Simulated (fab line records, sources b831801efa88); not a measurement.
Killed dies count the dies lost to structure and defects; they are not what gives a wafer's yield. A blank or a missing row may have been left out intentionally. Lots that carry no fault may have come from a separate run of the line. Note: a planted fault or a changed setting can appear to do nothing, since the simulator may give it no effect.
Matching of chambers	flow sky130	SKY_FIELD_ISO_ETCH_14 on rie_diel-01 has 4 sister chambers
The step etches BARC in N2/H2, stops on SiO2, time 45.9 s, target depth 60 nm. 8 wafers are shown with their chamber, then 9 later ones without.

== WAFERS WITH THEIR CHAMBER ==
wafer	chamber	drypump_motor_current_A (A)	oes_product_au (a.u.)
L074.4	1	5.0	0.847
L083.4	1	5.1	0.851
L083.5	0	5.6	0.851
L086.4	3	6.2	0.853
L086.5	2	5.0	0.848
L088.2	3	6.2	0.843
L088.3	0	5.6	0.852
L088.5	2	5.0	0.847

== WAFERS WHOSE CHAMBER IS MISSING ==
wafer	drypump_motor_current_A (A)	oes_product_au (a.u.)
L090.1	5.1	0.856
L090.4	5.0	0.867
L090.5	6.2	0.853
L093.2	5.6	0.851
L093.4	6.2	0.855
L093.6	5.0	0.858
L096.1	6.2	0.850
L096.2	5.0	0.851
L096.5	5.0	0.854

== WHICH CHAMBER EACH ONE RAN IN ==
wafer	from the rows above	in truth
L090.1	can't be placed: 1 or 2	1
L090.4	can't be placed: 1 or 2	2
L090.5	3	3
L093.2	0	0
L093.4	3	3
L093.6	can't be placed: 2 or 1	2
L096.1	3	3
L096.2	can't be placed: 2 or 1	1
L096.5	can't be placed: 2 or 1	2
Correct placement for 4 of the 9. Unplaceable from these rows: 5, with the true chamber sitting among the candidates in 5. Wrongly placed: 0.
How it was worked out, from the rows above alone: a wafer's distance from a chamber is the root of the sum, over the readings, of the square of ((its reading less the chamber's mean) divided by the reading's scatter). The wafer belongs to the nearest chamber; if the next one is less than 2 further off, it can't be placed. Each chamber's mean is taken over the wafers shown for it. How the scatter is found: for the shown wafers, subtract from each reading the mean of its chamber, square and add these, divide the total by (wafers less chambers), then take the root.
